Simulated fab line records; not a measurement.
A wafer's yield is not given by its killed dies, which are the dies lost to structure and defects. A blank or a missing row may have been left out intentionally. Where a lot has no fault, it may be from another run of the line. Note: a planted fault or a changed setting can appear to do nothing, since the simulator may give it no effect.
A lot that was struck, set against a sound lot ; flow sky130 ; 16 out of 708 route steps
Sound: these wafers, L925.1, L925.4, L925.6. Wafers struck: L923.1, L923.6. The cause comes at the end.
Each step with rows lists, per side, the tool, then ch with its chambers, then its first start. Under that, the readings that differ: sound wafers ; struck wafers ; difference of the means ; sigmas: that difference in standard deviations of wafers without a fault.
alike: readings whose means differ by less than 2 such deviations, and words and numbers that are the same on both sides. not compared: withheld readings, readings that some wafer has no value for, bounds like >300 that may hide the same value, and numbers for which the record gives no deviation and whose values overlap.
A row with sigmas, a row that says differs or no value, or rows on one side alone: a step with any of these is where the two part. Numbers that don't overlap but have no deviation are shown without sigmas and don't part them. A reading missing from all wafers of one side parts the sides only when that side holds two or more wafers.

first, 2 steps without rows for these wafers: SKY_METAL4_PEB_11; SKY_METAL4_DEVELOP_12 (develop time 60 s).
SKY_METAL4_CD_MEAS_13: target cd 300 nm.
  sound on cd-sem-02 at day 46 19:05; struck on cd-sem-01 at day 46 05:32
  alike: cd-nm
SKY_METAL4_OVL_MEAS_14:
  sound on overlay-02 at day 46 19:13; struck on overlay-01 at day 46 05:40
  alike: METAL4_OVL
SKY_METAL4_DESCUM_15: chemistry O2, time 8 s.
  sound on rie-metal-01 ch 0,1, day 46 19:15; struck on rie-metal-02 ch 0, day 46 05:42
  alike: drypump-motor-current-A, oes-product-au
  not compared: rf-hours-counter-h
SKY_METAL4_ETCH_16: etches BARC in N2/H2, stops on SiO2, time 88.2 s, target depth 60 nm.
  sound on rie-metal-01 ch 0,1, day 46 19:17; struck on rie-metal-02 ch 0, day 46 05:44
  alike: drypump-motor-current-A, oes-product-au, throttle-valve-pct
  not compared: rf-hours-counter-h
SKY_METAL4_ETCH_17: etches SiO2 in C4F8/O2/Ar, stops on TiN, time 3.9 s, target depth 15 nm.
  sound on rie-diel-01 ch 0,3, day 46 19:23; struck on rie-diel-01 ch 0,3, day 46 05:50
  alike: oes-product-au
  not compared: rf-hours-counter-h
SKY_METAL4_METAL_ETCH_18: etches the open film in Cl2/BCl3, stops on SiO2, target depth 845 nm, time 183.1 s.
  sound on rie-metal-04 ch 0,1, day 46 19:24; struck on rie-metal-01 ch 0,1, day 46 05:51
  alike: drypump-motor-current-A, oes-product-au, throttle-valve-pct
  not compared: rf-hours-counter-h
SKY_METAL4_STRIP_19: strips in O2/N2.
  sound on plasma-asher-01 ch 0,1, day 46 19:35; struck on plasma-asher-04 ch 0,1, day 46 06:02
  alike: drypump-motor-current-A, oes-product-au, strip-time-to-endpoint-s
  not compared: rf-hours-counter-h
then, 3 steps without rows for these wafers: SKY_METAL4_STRIP_20 (strips in post etch residue remover, time 1200 s); SKY_METAL4_CLEAN_21 (cleans in IPA, time 180 s); SKY_METAL4_CLEAN_22 (cleans in O3/DIW).
SKY_VIA4_HDPCVD_00: deposits SiO2, target thk 1750 nm, time 291.7 s.
  sound on hdpcvd-01 ch 0,2, day 46 20:10; struck on hdpcvd-02 ch 0,2, day 46 06:37
reading;sound;struck;difference;sigmas
model.SiO2_of_VIA4_HDPCVD_00.thk-nm (nm);1714 1701 1705;1408 1421;-292;
  alike: sih4-flow-sccm
SKY_VIA4_THK_MEAS_01:
  sound on film-metro-02 at day 46 20:21; struck on film-metro-03 at day 46 06:48
reading;sound;struck;difference;sigmas
VIA4_HDPCVD_THK (nm);1713 1700 1706;1409 1421;-291;-8
then, 2 steps without rows for these wafers: SKY_VIA4_CMP_02 (polishes SiO2); SKY_PAD_OPEN_PROBE_99.

WHERE THEY PART
Within this record, at SKY_VIA4_THK_MEAS_01 only.

WHY: what the simulator had put in
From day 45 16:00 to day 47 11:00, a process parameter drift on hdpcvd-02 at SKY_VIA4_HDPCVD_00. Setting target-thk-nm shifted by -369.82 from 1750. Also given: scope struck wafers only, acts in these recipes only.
